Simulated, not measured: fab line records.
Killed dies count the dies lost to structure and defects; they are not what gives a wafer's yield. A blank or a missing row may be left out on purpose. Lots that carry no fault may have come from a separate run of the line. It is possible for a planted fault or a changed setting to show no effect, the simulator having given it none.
The tool behind it: which one? :: flow gf180mcu :: 24 lots, 72 wafers sampled, at 5 steps of a route of 602

WHAT THE GAUGES READ, wafer by wafer
GF_V2_RS_MEAS_24: a four-point-probe measurement.
lot: L074
measured: day 20 07:34
on: film metro-01
V2_W_RS (ohm/sq): 0.3252 0.3242 0.3265

lot: L075
measured: day 20 15:50
on: film metro-02
V2_W_RS (ohm/sq): 0.3165 0.3223 0.3216

lot: L076
measured: day 20 23:16
on: film metro-02
V2_W_RS (ohm/sq): 0.3243 0.3218 0.3263

lot: L077
measured: day 21 11:32
on: film metro-04
V2_W_RS (ohm/sq): 0.3249 0.3221 0.3213

lot: L078
measured: day 21 18:40
on: film metro-02
V2_W_RS (ohm/sq): 0.3227 0.3266 0.3225

lot: L079
measured: day 22 07:26
on: film metro-01
V2_W_RS (ohm/sq): 0.3257 0.3232 0.3244

lot: L080
measured: day 22 16:55
on: film metro-01
V2_W_RS (ohm/sq): 0.3281 0.3251 0.3281

lot: L081
measured: day 22 22:10
on: film metro-04
V2_W_RS (ohm/sq): 0.3266 0.3308 0.3278

lot: L082
measured: day 23 08:43
on: film metro-02
V2_W_RS (ohm/sq): 0.3211 0.3180 0.3214

lot: L083
measured: day 23 16:02
on: film metro-01
V2_W_RS (ohm/sq): 0.3232 0.3238 0.3228

lot: L084
measured: day 24 01:10
on: film metro-02
V2_W_RS (ohm/sq): 0.3243 0.3265 0.3248

lot: L085
measured: day 24 12:44
on: film metro-02
V2_W_RS (ohm/sq): 0.3198 0.3206 0.3244

lot: L086
measured: day 24 20:06
on: film metro-02
V2_W_RS (ohm/sq): 0.3257 0.3259 0.3247

lot: L087
measured: day 25 03:14
on: film metro-02
V2_W_RS (ohm/sq): 0.3237 0.3256 0.3218

lot: L088
measured: day 25 09:40
on: film metro-02
V2_W_RS (ohm/sq): 0.3240 0.3250 0.3233

lot: L089
measured: day 25 11:52
on: film metro-02
V2_W_RS (ohm/sq): 0.3268 0.3257 0.3269

lot: L090
measured: day 26 02:19
on: film metro-04
V2_W_RS (ohm/sq): 0.3285 0.3233 0.3238

lot: L091
measured: day 26 04:24
on: film metro-02
V2_W_RS (ohm/sq): 0.3276 0.3289 0.3329

lot: L092
measured: day 26 15:21
on: film metro-01
V2_W_RS (ohm/sq): 0.3267 0.3249 0.3305

lot: L093
measured: day 26 20:38
on: film metro-01
V2_W_RS (ohm/sq): 0.3310 0.3311 0.3316

lot: L094
measured: day 27 00:23
on: film metro-02
V2_W_RS (ohm/sq): 0.3270 0.3254 0.3285

lot: L095
measured: day 27 09:46
on: film metro-04
V2_W_RS (ohm/sq): 0.3273 0.3255 0.3294

lot: L096
measured: day 27 16:29
on: film metro-04
V2_W_RS (ohm/sq): 0.3222 0.3226 0.3230

lot: L097
measured: day 28 05:12
on: film metro-01
V2_W_RS (ohm/sq): 0.3262 0.3278 0.3253

GF_V3_THK_MEAS_25: measures by xrf.
lot: L074
measured: day 22 11:10
on: film metro-03
V3_W_THK (nm): 337 339 334

lot: L075
measured: day 22 18:39
on: film metro-01
V3_W_THK (nm): 335 339 340

lot: L076
measured: day 23 02:20
on: film metro-03
V3_W_THK (nm): 338 337 343

lot: L077
measured: day 23 13:29
on: film metro-03
V3_W_THK (nm): 344 343 344

lot: L078
measured: day 23 19:47
on: film metro-01
V3_W_THK (nm): 339 336 341

lot: L079
measured: day 24 07:44
on: film metro-01
V3_W_THK (nm): 344 345 346

lot: L080
measured: day 24 16:31
on: film metro-02
V3_W_THK (nm): 340 338 343

lot: L081
measured: day 24 21:59
on: film metro-02
V3_W_THK (nm): 338 342 342

lot: L082
measured: day 25 07:37
on: film metro-03
V3_W_THK (nm): 348 343 348

lot: L083
measured: day 25 14:15
on: film metro-01
V3_W_THK (nm): 336 339 335

lot: L084
measured: day 25 23:14
on: film metro-03
V3_W_THK (nm): 345 344 344

lot: L085
measured: day 26 10:19
on: film metro-01
V3_W_THK (nm): 339 339 340

lot: L086
measured: day 26 17:11
on: film metro-03
V3_W_THK (nm): 341 339 341

lot: L087
measured: day 27 00:08
on: film metro-02
V3_W_THK (nm): 342 340 334

lot: L088
measured: day 27 05:52
on: film metro-03
V3_W_THK (nm): 339 339 340

lot: L089
measured: day 27 08:28
on: film metro-03
V3_W_THK (nm): 343 340 339

lot: L090
measured: day 27 21:56
on: film metro-03
V3_W_THK (nm): 352 343 349

lot: L091
measured: day 27 23:29
on: film metro-03
V3_W_THK (nm): 344 339 342

lot: L092
measured: day 28 10:39
on: film metro-01
V3_W_THK (nm): 340 338 343

lot: L093
measured: day 28 15:04
on: film metro-02
V3_W_THK (nm): 349 344 344

lot: L094
measured: day 28 19:14
on: film metro-01
V3_W_THK (nm): 336 337 338

lot: L095
measured: day 29 04:30
on: film metro-03
V3_W_THK (nm): 343 349 343

lot: L096
measured: day 29 10:55
on: film metro-03
V3_W_THK (nm): 346 348 345

lot: L097
measured: day 29 22:56
on: film metro-01
V3_W_THK (nm): 338 332 341

WHICH TOOL RAN EACH LOT (tool, then ch and the chambers of the sampled wafers, then the start)
lot: L074
GF_M3_METAL_ETCH_16: rie metal-01 ch 0,1, day 21 08:41
GF_M3_STRIP_17: plasma asher-02 ch 0,1, day 21 08:49
GF_V3_CMP_04: cmp-02 ch 1,3, day 21 09:38

lot: L075
GF_M3_METAL_ETCH_16: rie metal-01 ch 0,1, day 21 16:08
GF_M3_STRIP_17: plasma asher-01 ch 0,1, day 21 16:15
GF_V3_CMP_04: cmp-01 ch 0,1,3, day 21 17:12

lot: L076
GF_M3_METAL_ETCH_16: rie metal-04 ch 0,1, day 22 00:02
GF_M3_STRIP_17: plasma asher-03 ch 0, day 22 00:10
GF_V3_CMP_04: cmp-01 ch 0,3, day 22 01:05

lot: L077
GF_M3_METAL_ETCH_16: rie metal-02 ch 0,1, day 22 12:05
GF_M3_STRIP_17: plasma asher-02 ch 0,1, day 22 12:13
GF_V3_CMP_04: cmp-02 ch 0,1,2, day 22 13:07

lot: L078
GF_M3_METAL_ETCH_16: rie metal-02 ch 0,1, day 22 18:47
GF_M3_STRIP_17: plasma asher-01 ch 0,1, day 22 18:55
GF_V3_CMP_04: cmp-02 ch 0,1,3, day 22 19:46

lot: L079
GF_M3_METAL_ETCH_16: rie metal-01 ch 0,1, day 23 07:17
GF_M3_STRIP_17: plasma asher-01 ch 0,1, day 23 07:25
GF_V3_CMP_04: cmp-02 ch 0,3, day 23 08:13

lot: L080
GF_M3_METAL_ETCH_16: rie metal-02 ch 0,1, day 23 16:17
GF_M3_STRIP_17: plasma asher-02 ch 0,1, day 23 16:25
GF_V3_CMP_04: cmp-02 ch 0,1,2, day 23 17:13

lot: L081
GF_M3_METAL_ETCH_16: rie metal-01 ch 0, day 23 21:35
GF_M3_STRIP_17: plasma asher-01 ch 0,1, day 23 21:43
GF_V3_CMP_04: cmp-01 ch 0,3, day 23 22:47

lot: L082
GF_M3_METAL_ETCH_16: rie metal-01 ch 0,1, day 24 07:20
GF_M3_STRIP_17: plasma asher-01 ch 0,1, day 24 07:28
GF_V3_CMP_04: cmp-01 ch 1,2,3, day 24 08:18

lot: L083
GF_M3_METAL_ETCH_16: rie metal-01 ch 0, day 24 14:35
GF_M3_STRIP_17: plasma asher-03 ch 0,1, day 24 14:48
GF_V3_CMP_04: cmp-02 ch 0,1,3, day 24 15:36

lot: L084
GF_M3_METAL_ETCH_16: rie metal-02 ch 0,1, day 24 23:26
GF_M3_STRIP_17: plasma asher-01 ch 0,1, day 24 23:34
GF_V3_CMP_04: cmp-02 ch 0,2,3, day 25 00:22

lot: L085
GF_M3_METAL_ETCH_16: rie metal-02 ch 0,1, day 25 10:44
GF_M3_STRIP_17: plasma asher-03 ch 1, day 25 10:52
GF_V3_CMP_04: cmp-01 ch 0,1,2, day 25 11:46

lot: L086
GF_M3_METAL_ETCH_16: rie metal-02 ch 0,1, day 25 17:52
GF_M3_STRIP_17: plasma asher-02 ch 0,1, day 25 17:59
GF_V3_CMP_04: cmp-01 ch 0,1,2, day 25 18:50

lot: L087
GF_M3_METAL_ETCH_16: rie metal-02 ch 0,1, day 26 00:47
GF_M3_STRIP_17: plasma asher-03 ch 0,1, day 26 00:55
GF_V3_CMP_04: cmp-02 ch 1,2,3, day 26 01:52

lot: L088
GF_M3_METAL_ETCH_16: rie metal-04 ch 0,1, day 26 06:56
GF_M3_STRIP_17: plasma asher-02 ch 0,1, day 26 07:04
GF_V3_CMP_04: cmp-02 ch 1,3, day 26 07:50

lot: L089
GF_M3_METAL_ETCH_16: rie metal-04 ch 0,1, day 26 09:53
GF_M3_STRIP_17: plasma asher-02 ch 0,1, day 26 10:00
GF_V3_CMP_04: cmp-02 ch 1,2, day 26 10:46

lot: L090
GF_M3_METAL_ETCH_16: rie metal-04 ch 0,1, day 26 23:38
GF_M3_STRIP_17: plasma asher-03 ch 0,1, day 26 23:46
GF_V3_CMP_04: cmp-01 ch 0,1,3, day 27 00:35

lot: L091
GF_M3_METAL_ETCH_16: rie metal-02 ch 0,1, day 27 01:20
GF_M3_STRIP_17: plasma asher-03 ch 0,1, day 27 01:28
GF_V3_CMP_04: cmp-02 ch 0,2,3, day 27 02:19

lot: L092
GF_M3_METAL_ETCH_16: rie metal-04 ch 0,1, day 27 12:44
GF_M3_STRIP_17: plasma asher-01 ch 0,1, day 27 12:51
GF_V3_CMP_04: cmp-01 ch 0,1,3, day 27 13:37

lot: L093
GF_M3_METAL_ETCH_16: rie metal-04 ch 0,1, day 27 16:50
GF_M3_STRIP_17: plasma asher-01 ch 0,1, day 27 16:58
GF_V3_CMP_04: cmp-01 ch 2,3, day 27 17:46

lot: L094
GF_M3_METAL_ETCH_16: rie metal-02 ch 0,1, day 27 21:17
GF_M3_STRIP_17: plasma asher-01 ch 0,1, day 27 21:25
GF_V3_CMP_04: cmp-02 ch 0,1, day 27 22:19

lot: L095
GF_M3_METAL_ETCH_16: rie metal-01 ch 0,1, day 28 06:20
GF_M3_STRIP_17: plasma asher-02 ch 0,1, day 28 06:27
GF_V3_CMP_04: cmp-01 ch 0,1,3, day 28 07:43

lot: L096
GF_M3_METAL_ETCH_16: rie metal-02 ch 0, day 28 13:02
GF_M3_STRIP_17: plasma asher-01 ch 0,1, day 28 13:15
GF_V3_CMP_04: cmp-02 ch 0,2,3, day 28 14:05

lot: L097
GF_M3_METAL_ETCH_16: rie metal-02 ch 1, day 29 01:29
GF_M3_STRIP_17: plasma asher-01 ch 0,1, day 29 01:37
GF_V3_CMP_04: cmp-02 ch 0,1,3, day 29 02:30
- GF_M3_METAL_ETCH_16: etches the open film in Cl2/BCl3, stops on SiO2, target depth 750.8 nm, time 125.1 s.
- GF_M3_STRIP_17: strips in O2/N2.
- GF_V3_CMP_04: polishes SiO2.

AS READ BY THE TOOLS THEMSELVES (means over the sampled wafers that have a number; for cases with no such wafer, the mark the record gives instead)
GF_M3_METAL_ETCH_16.
lot: L074
tool: rie metal-01
drypump motor current A (A): 5.2
oes product au (a.u.): 0.986
rf fwd power W (W): 797.8
throttle valve pct (%): 28.242

lot: L075
tool: rie metal-01
drypump motor current A (A): 5.4
oes product au (a.u.): 0.996
rf fwd power W (W): 798.8
throttle valve pct (%): 28.233

lot: L076
tool: rie metal-04
drypump motor current A (A): 5.1
oes product au (a.u.): 0.987
rf fwd power W (W): 795.9
throttle valve pct (%): 28.236

lot: L077
tool: rie metal-02
drypump motor current A (A): 5.7
oes product au (a.u.): 0.994
rf fwd power W (W): 795.4
throttle valve pct (%): 28.227

lot: L078
tool: rie metal-02
drypump motor current A (A): 5.7
oes product au (a.u.): 0.991
rf fwd power W (W): 796.2
throttle valve pct (%): 28.230

lot: L079
tool: rie metal-01
drypump motor current A (A): 5.4
oes product au (a.u.): 0.989
rf fwd power W (W): 797.2
throttle valve pct (%): 28.235

lot: L080
tool: rie metal-02
drypump motor current A (A): 5.7
oes product au (a.u.): 0.987
rf fwd power W (W): 793.7
throttle valve pct (%): 28.234

lot: L081
tool: rie metal-01
drypump motor current A (A): 5.6
oes product au (a.u.): 0.994
rf fwd power W (W): 797.8
throttle valve pct (%): 28.231

lot: L082
tool: rie metal-01
drypump motor current A (A): 5.4
oes product au (a.u.): 0.992
rf fwd power W (W): 799.2
throttle valve pct (%): 28.224

lot: L083
tool: rie metal-01
drypump motor current A (A): 5.6
oes product au (a.u.): 0.997
rf fwd power W (W): 798.8
throttle valve pct (%): 28.221

lot: L084
tool: rie metal-02
drypump motor current A (A): 5.7
oes product au (a.u.): 0.997
rf fwd power W (W): 795.6
throttle valve pct (%): 28.225

lot: L085
tool: rie metal-02
drypump motor current A (A): 6.1
oes product au (a.u.): 0.994
rf fwd power W (W): 792.0
throttle valve pct (%): 28.228

lot: L086
tool: rie metal-02
drypump motor current A (A): 5.7
oes product au (a.u.): 0.994
rf fwd power W (W): 794.1
throttle valve pct (%): 28.227

lot: L087
tool: rie metal-02
drypump motor current A (A): 6.1
oes product au (a.u.): 0.995
rf fwd power W (W): 794.1
throttle valve pct (%): 28.234

lot: L088
tool: rie metal-04
drypump motor current A (A): 5.1
oes product au (a.u.): 0.988
rf fwd power W (W): 797.3
throttle valve pct (%): 28.230

lot: L089
tool: rie metal-04
drypump motor current A (A): 5.1
oes product au (a.u.): 0.992
rf fwd power W (W): 796.2
throttle valve pct (%): 28.232

lot: L090
tool: rie metal-04
drypump motor current A (A): 5.1
oes product au (a.u.): 0.987
rf fwd power W (W): 796.7
throttle valve pct (%): 28.223

lot: L091
tool: rie metal-02
drypump motor current A (A): 6.0
oes product au (a.u.): 0.990
rf fwd power W (W): 795.4
throttle valve pct (%): 28.224

lot: L092
tool: rie metal-04
drypump motor current A (A): 5.1
oes product au (a.u.): 0.989
rf fwd power W (W): 797.6
throttle valve pct (%): 28.232

lot: L093
tool: rie metal-04
drypump motor current A (A): 5.1
oes product au (a.u.): 0.989
rf fwd power W (W): 792.7
throttle valve pct (%): 28.231

lot: L094
tool: rie metal-02
drypump motor current A (A): 5.7
oes product au (a.u.): 0.988
rf fwd power W (W): 794.7
throttle valve pct (%): 28.230

lot: L095
tool: rie metal-01
drypump motor current A (A): 5.2
oes product au (a.u.): 0.993
rf fwd power W (W): 797.8
throttle valve pct (%): 28.225

lot: L096
tool: rie metal-02
drypump motor current A (A): 5.3
oes product au (a.u.): 0.985
rf fwd power W (W): 793.5
throttle valve pct (%): 28.239

lot: L097
tool: rie metal-02
drypump motor current A (A): 6.5
oes product au (a.u.): 0.990
rf fwd power W (W): 792.1
throttle valve pct (%): 28.237

GF_M3_STRIP_17.
lot: L074
tool: plasma asher-02
drypump motor current A (A): 5.92
heater power w (W): 305
oes product au (a.u.): 0.538
strip time to endpoint s (s): 7.44

lot: L075
tool: plasma asher-01
drypump motor current A (A): 5.52
heater power w (W): 299
oes product au (a.u.): 0.533
strip time to endpoint s (s): 7.36

lot: L076
tool: plasma asher-03
drypump motor current A (A): 5.40
heater power w (W): 260
oes product au (a.u.): 0.542
strip time to endpoint s (s): 7.47

lot: L077
tool: plasma asher-02
drypump motor current A (A): 5.87
heater power w (W): 328
oes product au (a.u.): 0.537
strip time to endpoint s (s): 7.41

lot: L078
tool: plasma asher-01
drypump motor current A (A): 5.75
heater power w (W): 323
oes product au (a.u.): 0.540
strip time to endpoint s (s): 7.38

lot: L079
tool: plasma asher-01
drypump motor current A (A): 5.75
heater power w (W): 325
oes product au (a.u.): 0.536
strip time to endpoint s (s): 7.37

lot: L080
tool: plasma asher-02
drypump motor current A (A): 5.91
heater power w (W): 302
oes product au (a.u.): 0.538
strip time to endpoint s (s): 7.41

lot: L081
tool: plasma asher-01
drypump motor current A (A): 5.52
heater power w (W): 298
oes product au (a.u.): 0.540
strip time to endpoint s (s): 7.40

lot: L082
tool: plasma asher-01
drypump motor current A (A): 5.51
heater power w (W): 302
oes product au (a.u.): 0.531
strip time to endpoint s (s): 7.35

lot: L083
tool: plasma asher-03
drypump motor current A (A): 5.71
heater power w (W): 315
oes product au (a.u.): 0.536
strip time to endpoint s (s): 7.33

lot: L084
tool: plasma asher-01
drypump motor current A (A): 5.55
heater power w (W): 299
oes product au (a.u.): 0.534
strip time to endpoint s (s): 7.33

lot: L085
tool: plasma asher-03
drypump motor current A (A): 5.87
heater power w (W): 332
oes product au (a.u.): 0.537
strip time to endpoint s (s): 7.33

lot: L086
tool: plasma asher-02
drypump motor current A (A): 5.90
heater power w (W): 298
oes product au (a.u.): 0.532
strip time to endpoint s (s): 7.33

lot: L087
tool: plasma asher-03
drypump motor current A (A): 5.71
heater power w (W): 305
oes product au (a.u.): 0.540
strip time to endpoint s (s): 7.35

lot: L088
tool: plasma asher-02
drypump motor current A (A): 5.94
heater power w (W): 302
oes product au (a.u.): 0.541
strip time to endpoint s (s): 7.47

lot: L089
tool: plasma asher-02
drypump motor current A (A): 5.90
heater power w (W): 299
oes product au (a.u.): 0.536
strip time to endpoint s (s): 7.42

lot: L090
tool: plasma asher-03
drypump motor current A (A): 5.55
heater power w (W): 283
oes product au (a.u.): 0.539
strip time to endpoint s (s): 7.35

lot: L091
tool: plasma asher-03
drypump motor current A (A): 5.56
heater power w (W): 287
oes product au (a.u.): 0.534
strip time to endpoint s (s): 7.32

lot: L092
tool: plasma asher-01
drypump motor current A (A): 5.74
heater power w (W): 325
oes product au (a.u.): 0.541
strip time to endpoint s (s): 7.41

lot: L093
tool: plasma asher-01
drypump motor current A (A): 5.52
heater power w (W): 296
oes product au (a.u.): 0.536
strip time to endpoint s (s): 7.40

lot: L094
tool: plasma asher-01
drypump motor current A (A): 5.75
heater power w (W): 326
oes product au (a.u.): 0.542
strip time to endpoint s (s): 7.41

lot: L095
tool: plasma asher-02
drypump motor current A (A): 5.93
heater power w (W): 300
oes product au (a.u.): 0.537
strip time to endpoint s (s): 7.40

lot: L096
tool: plasma asher-01
drypump motor current A (A): 5.53
heater power w (W): 299
oes product au (a.u.): 0.538
strip time to endpoint s (s): 7.42

lot: L097
tool: plasma asher-01
drypump motor current A (A): 5.56
heater power w (W): 298
oes product au (a.u.): 0.541
strip time to endpoint s (s): 7.39

GF_V3_CMP_04.
lot: L074
tool: cmp-02
motor current A (A): 12.2
retaining ring pressure frac: 0.998
time to endpoint s (s): 84

lot: L075
tool: cmp-01
motor current A (A): 11.7
retaining ring pressure frac: 0.999
time to endpoint s (s): 76

lot: L076
tool: cmp-01
motor current A (A): 12.4
retaining ring pressure frac: 1.001
time to endpoint s (s): 83

lot: L077
tool: cmp-02
motor current A (A): 12.4
retaining ring pressure frac: 0.999
time to endpoint s (s): 81

lot: L078
tool: cmp-02
motor current A (A): 11.9
retaining ring pressure frac: 1.001
time to endpoint s (s): 85

lot: L079
tool: cmp-02
motor current A (A): 12.3
retaining ring pressure frac: 1.008
time to endpoint s (s): 81

lot: L080
tool: cmp-02
motor current A (A): 12.0
retaining ring pressure frac: 1.003
time to endpoint s (s): 83

lot: L081
tool: cmp-01
motor current A (A): 12.4
retaining ring pressure frac: 1.001
time to endpoint s (s): 78

lot: L082
tool: cmp-01
motor current A (A): 12.4
retaining ring pressure frac: 1.007
time to endpoint s (s): 81

lot: L083
tool: cmp-02
motor current A (A): 11.9
retaining ring pressure frac: 1.005
time to endpoint s (s): 77

lot: L084
tool: cmp-02
motor current A (A): 12.6
retaining ring pressure frac: 0.999
time to endpoint s (s): 83

lot: L085
tool: cmp-01
motor current A (A): 12.4
retaining ring pressure frac: 1.000
time to endpoint s (s): 78

lot: L086
tool: cmp-01
motor current A (A): 12.7
retaining ring pressure frac: 1.002
time to endpoint s (s): 83

lot: L087
tool: cmp-02
motor current A (A): 12.6
retaining ring pressure frac: 1.002
time to endpoint s (s): 91

lot: L088
tool: cmp-02
motor current A (A): 12.3
retaining ring pressure frac: 1.000
time to endpoint s (s): 82

lot: L089
tool: cmp-02
motor current A (A): 12.3
retaining ring pressure frac: 1.002
time to endpoint s (s): 79

lot: L090
tool: cmp-01
motor current A (A): 11.8
retaining ring pressure frac: 1.000
time to endpoint s (s): 80

lot: L091
tool: cmp-02
motor current A (A): 12.9
retaining ring pressure frac: 1.002
time to endpoint s (s): 79

lot: L092
tool: cmp-01
motor current A (A): 11.6
retaining ring pressure frac: 1.000
time to endpoint s (s): 87

lot: L093
tool: cmp-01
motor current A (A): 12.5
retaining ring pressure frac: 0.999
time to endpoint s (s): 87

lot: L094
tool: cmp-02
motor current A (A): 11.9
retaining ring pressure frac: 1.001
time to endpoint s (s): 87

lot: L095
tool: cmp-01
motor current A (A): 11.9
retaining ring pressure frac: 0.999
time to endpoint s (s): 82

lot: L096
tool: cmp-02
motor current A (A): 12.6
retaining ring pressure frac: 1.000
time to endpoint s (s): 87

lot: L097
tool: cmp-02
motor current A (A): 11.9
retaining ring pressure frac: 0.997
time to endpoint s (s): 85

THE ANSWER, worked out from the rows above alone
Rule: usual is defined by the lots themselves. Put in order of their means at a reading, lots are off if they are a third of the lots or fewer, leave a main group of 4 or more, and stand apart from it by a gap of 3 or more times the standard deviation of the main group's means; of several such gaps the widest counts. Not used: any main group whose means are identical at the precision the tables above print for the reading. A lot without any number at a reading at which 4 lots or more have one is off too. Any other lot the step has rows for is counted as sound. First the gauges in route order, then the tools' own readings, where a lot's mean is used as printed above. The first step at which some lot is off is used, and at that step the reading that is off furthest; a lot without a number counts as furthest.
Nothing can be told from this: no lot is off at any reading shown.

WHAT THE SIMULATOR HAD INSERTED
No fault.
